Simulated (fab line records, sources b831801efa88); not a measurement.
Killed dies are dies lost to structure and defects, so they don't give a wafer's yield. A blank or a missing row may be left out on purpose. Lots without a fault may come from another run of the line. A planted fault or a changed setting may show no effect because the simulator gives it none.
Chamber matching | flow gf180mcu | GF_V2_CMP_26 on cmp-02: 4 sister chambers
The step polishes, stops on SiO2, t overpolish 15 s, target thk 0 nm. 18 wafers are shown with their chamber, then 9 later ones without.

WAFERS WITH THEIR CHAMBER
wafer  | chamber | motor_current_A (A) | time_to_endpoint_s (s) | slurry_flow_ml_min
L354.2 | 2       | 9.7                 | 82.7                   | 150.3
L354.3 | 3       | 11.4                | 83.0                   | 149.5
L354.6 | 1       | 11.3                | 78.7                   | 149.4
L355.3 | 3       | 11.2                | 84.3                   | 149.9
L355.5 | 1       | 11.5                | 84.9                   | 150.2
L355.6 | 2       | 9.6                 | 83.2                   | 150.4
L356.1 | 1       | 11.2                | 86.0                   | 149.5
L356.2 | 3       | 11.2                | 86.9                   | 150.0
L356.6 | 0       | 10.8                | 84.6                   | 150.2
L364.1 | 0       | 11.0                | 88.7                   | 149.9
L364.5 | 1       | 11.9                | 87.9                   | 150.0
L364.6 | 0       | 10.7                | 87.3                   | 149.9
L366.2 | 2       | 9.8                 | 85.5                   | 150.2
L366.3 | 1       | 11.5                | 83.7                   | 150.8
L366.6 | 2       | 10.2                | 84.0                   | 150.4
L367.1 | 0       | 10.3                | 88.6                   | 149.5
L367.3 | 1       | 12.3                | 84.9                   | 149.8
L367.5 | 0       | 10.5                | 91.1                   | 149.8

SIGNATURES (means of the wafers above)
reading            | chamber 0 | chamber 1 | chamber 2 | chamber 3 | scatter within a chamber
motor_current_A    | 10.660    | 11.617    | 9.825     | 11.267    | 0.313
time_to_endpoint_s | 88.060    | 84.350    | 83.850    | 84.733    | 2.44
slurry_flow_ml_min | 149.860   | 149.950   | 150.325   | 149.800   | 0.352
Rule: a wafer's distance from a chamber is the root of the sum, over the readings, of the square of ((its reading less the chamber's mean) divided by the reading's scatter). The wafer belongs to the nearest chamber; if the next one is less than 2 further off, it can't be placed. The scatter: the root of (the sum of the squares of (reading less its chamber's mean) over the shown wafers, divided by (wafers less chambers)).

WAFERS WITHOUT THEIR CHAMBER
wafer  | motor_current_A (A) | time_to_endpoint_s (s) | slurry_flow_ml_min
L368.1 | 10.2                | 88.9                   | 150.4
L368.2 | 12.0                | 87.9                   | 150.0
L368.5 | 11.7                | 88.1                   | 150.1
L369.1 | 10.4                | 88.4                   | 150.0
L369.3 | 9.9                 | 89.0                   | 150.0
L369.4 | 11.1                | 85.2                   | 149.7
L372.4 | 11.5                | 79.6                   | 149.4
L372.5 | 11.2                | 85.2                   | 149.5
L372.6 | 10.7                | 83.3                   | 149.8

WHICH CHAMBER EACH WENT THROUGH
wafer  | from the rows above               | in truth
L368.1 | can't be placed: 0 or 2           | 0
L368.2 | can't be placed: 1 or 3           | 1
L368.5 | can't be placed: 1 or 3 or 0      | 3
L369.1 | can't be placed: 0 or 2           | 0
L369.3 | can't be placed: 2 or 0           | 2
L369.4 | can't be placed: 3 or 1 or 0      | 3
L372.4 | can't be placed: 3 or 1           | 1
L372.5 | can't be placed: 3 or 1 or 0      | 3
L372.6 | can't be placed: 3 or 0 or 1 or 2 | 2
Placed correctly: 0 of 9. Can't be placed from these rows: 9 (the true chamber is among the candidates in 9). Placed wrongly: 0.
